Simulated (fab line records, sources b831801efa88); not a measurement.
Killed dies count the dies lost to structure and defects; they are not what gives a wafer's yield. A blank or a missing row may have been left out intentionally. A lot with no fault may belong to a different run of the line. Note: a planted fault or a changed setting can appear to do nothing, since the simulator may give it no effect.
Which tool is to blame? | flow sky130 | 13 lots, 39 wafers sampled, at 4 steps of a route of 708

WHAT THE GAUGES SHOWED, per wafer
SKY_CONTACT_OVL_MEAS_15.
lot  | measured     | on         | CONTACT_OVL (nm)
L923 | day 33 00:52 | overlay-01 | -1 2 1
L924 | day 33 14:30 | overlay-02 | 4 7 2
L925 | day 33 21:50 | overlay-02 | 1 -10 3
L927 | day 34 01:18 | overlay-02 | 7 0 2
L926 | day 34 02:17 | overlay-01 | 0 -4 -7
L931 | day 35 16:54 | overlay-02 | -8 -9 5
L933 | day 36 05:04 | overlay-01 | -8 -4 -14
L937 | day 37 05:30 | overlay-02 | -5 -9 0
L938 | day 37 17:59 | overlay-01 | -3 1 9
L939 | day 37 18:43 | overlay-02 | -6 -8 -6
L941 | day 38 10:11 | overlay-01 | -3 -4 -1
L940 | day 38 10:49 | overlay-02 | -2 -4 2
L943 | day 38 17:08 | overlay-02 | -12 -19 -17

SKY_CONTACT_RS_MEAS_25: a four-point-probe measurement.
lot  | measured     | on            | CONTACT_W_RS (ohm/sq)
L923 | day 33 01:55 | film metro-04 | 0.332 0.332 0.338
L924 | day 33 15:48 | film metro-01 | 0.331 0.335 0.331
L925 | day 33 22:53 | film metro-03 | 0.331 0.336 0.335
L927 | day 34 02:49 | film metro-01 | 0.337 0.335 0.336
L926 | day 34 03:22 | film metro-04 | 0.343 0.343 0.347
L931 | day 35 17:51 | film metro-01 | 0.340 0.342 0.339
L933 | day 36 06:02 | film metro-04 | 0.339 0.335 0.340
L937 | day 37 06:32 | film metro-04 | 0.343 0.337 0.345
L938 | day 37 18:56 | film metro-03 | 0.333 0.334 0.329
L939 | day 37 19:40 | film metro-01 | 0.345 0.349 0.337
L941 | day 38 11:08 | film metro-04 | 0.342 0.340 0.346
L940 | day 38 11:46 | film metro-01 | 0.330 0.330 0.332
L943 | day 38 18:04 | film metro-01 | 0.331 0.328 0.331

WHICH TOOL RAN EACH LOT (tool, then ch and the chambers of the sampled wafers, then the start)
lot  | SKY_SD_N_RTA_14                  | SKY_CONTACT_ETCH_16
L923 | rtp anneal-02 ch 0, day 29 09:24 | rie diel-01 ch 1,2,3, day 33 00:53
L924 | rtp anneal-01 ch 0, day 30 00:05 | rie diel-03 ch 2,3, day 33 14:32
L925 | rtp anneal-02 ch 0, day 30 07:17 | rie diel-02 ch 1,2, day 33 21:52
L927 | rtp anneal-01 ch 0, day 30 11:32 | rie diel-02 ch 1,2,3, day 34 01:20
L926 | rtp anneal-02 ch 0, day 30 12:44 | rie diel-03 ch 0,3, day 34 02:19
L931 | rtp anneal-02 ch 0, day 32 04:46 | rie diel-03 ch 0,2,3, day 35 16:55
L933 | rtp anneal-02 ch 0, day 32 15:39 | rie diel-01 ch 0,3, day 36 05:06
L937 | rtp anneal-02 ch 0, day 33 18:23 | rie diel-02 ch 0,3, day 37 05:32
L938 | rtp anneal-01 ch 0, day 34 06:11 | rie diel-03 ch 1,2,3, day 37 18:01
L939 | rtp anneal-02 ch 0, day 34 08:14 | rie diel-01 ch 1,2, day 37 18:44
L941 | rtp anneal-01 ch 0, day 34 23:55 | rie diel-02 ch 0,3, day 38 10:13
L940 | rtp anneal-02 ch 0, day 35 00:41 | rie diel-01 ch 2,3, day 38 10:50
L943 | rtp anneal-02 ch 0, day 35 07:02 | rie diel-02 ch 1,2, day 38 17:10
- SKY_SD_N_RTA_14: time 2 s.
- SKY_CONTACT_ETCH_16: etches BARC in N2/H2, stops on SiO2, time 45.9 s, target depth 60 nm.

AS READ BY THE TOOLS THEMSELVES (means over the sampled wafers that have a number; for cases with no such wafer, the mark the record gives instead)
SKY_SD_N_RTA_14.
lot  | tool          | chamber o2 ppm | lamp power pct (%) | wafer_temp_C_max
L923 | rtp anneal-02 | 1.984          | 15.70              | 1078.6
L924 | rtp anneal-01 | 2.010          | 15.76              | 1077.9
L925 | rtp anneal-02 | 2.019          | 15.72              | 1077.2
L927 | rtp anneal-01 | 1.963          | 15.73              | 1078.8
L926 | rtp anneal-02 | 2.037          | 15.71              | 1078.4
L931 | rtp anneal-02 | 1.998          | 15.73              | 1077.7
L933 | rtp anneal-02 | 1.999          | 15.74              | 1077.8
L937 | rtp anneal-02 | 1.963          | 15.73              | 1077.3
L938 | rtp anneal-01 | 1.981          | 15.74              | 1076.9
L939 | rtp anneal-02 | 1.986          | 15.76              | 1079.7
L941 | rtp anneal-01 | 1.986          | 15.74              | 1078.8
L940 | rtp anneal-02 | 2.012          | 15.72              | 1078.9
L943 | rtp anneal-02 | 1.996          | 15.72              | 1079.2

SKY_CONTACT_ETCH_16.
lot  | tool        | drypump motor current A (A) | oes product au (a.u.) | throttle valve pct (%)
L923 | rie diel-01 | 5.8                         | 0.854                 | 13.216
L924 | rie diel-03 | 6.0                         | 0.855                 | 13.226
L925 | rie diel-02 | 6.4                         | 0.856                 | 13.235
L927 | rie diel-02 | 6.3                         | 0.856                 | 13.228
L926 | rie diel-03 | 5.8                         | 0.850                 | 13.226
L931 | rie diel-03 | 5.8                         | 0.855                 | 13.222
L933 | rie diel-01 | 6.0                         | 0.857                 | 13.221
L937 | rie diel-02 | 5.5                         | 0.852                 | 13.214
L938 | rie diel-03 | 6.0                         | 0.855                 | 13.232
L939 | rie diel-01 | 5.8                         | 0.863                 | 13.238
L941 | rie diel-02 | 5.5                         | 0.853                 | 13.234
L940 | rie diel-01 | 5.7                         | 0.852                 | 13.233
L943 | rie diel-02 | 6.5                         | 0.846                 | 13.234

THE ANSWER, worked out from the rows above alone
Rule: the usual values come from the lots themselves. The widest of any qualifying gaps counts: lots, ordered by their means at a reading, are off when they make up no more than a third of the lots, leave a main group of 4 or more, and stand apart from it by 3 or more times the standard deviation of that group's means. The tables above print the reading to a certain number of digits; a main group whose means all agree to those digits is not used. Also off: a lot with no number at a reading for which 4 or more lots have one. Where the step has rows for the other lots, those lots are counted as sound. First the gauges in route order, then the tools' own readings, where a lot's mean is used as printed above. The first step at which some lot is off is used, and at that step the reading that is off furthest; a lot without a number counts as furthest.
Across all readings shown, no lot is off: no conclusion can be drawn from this.

WHAT THE SIMULATOR HAD PUT IN
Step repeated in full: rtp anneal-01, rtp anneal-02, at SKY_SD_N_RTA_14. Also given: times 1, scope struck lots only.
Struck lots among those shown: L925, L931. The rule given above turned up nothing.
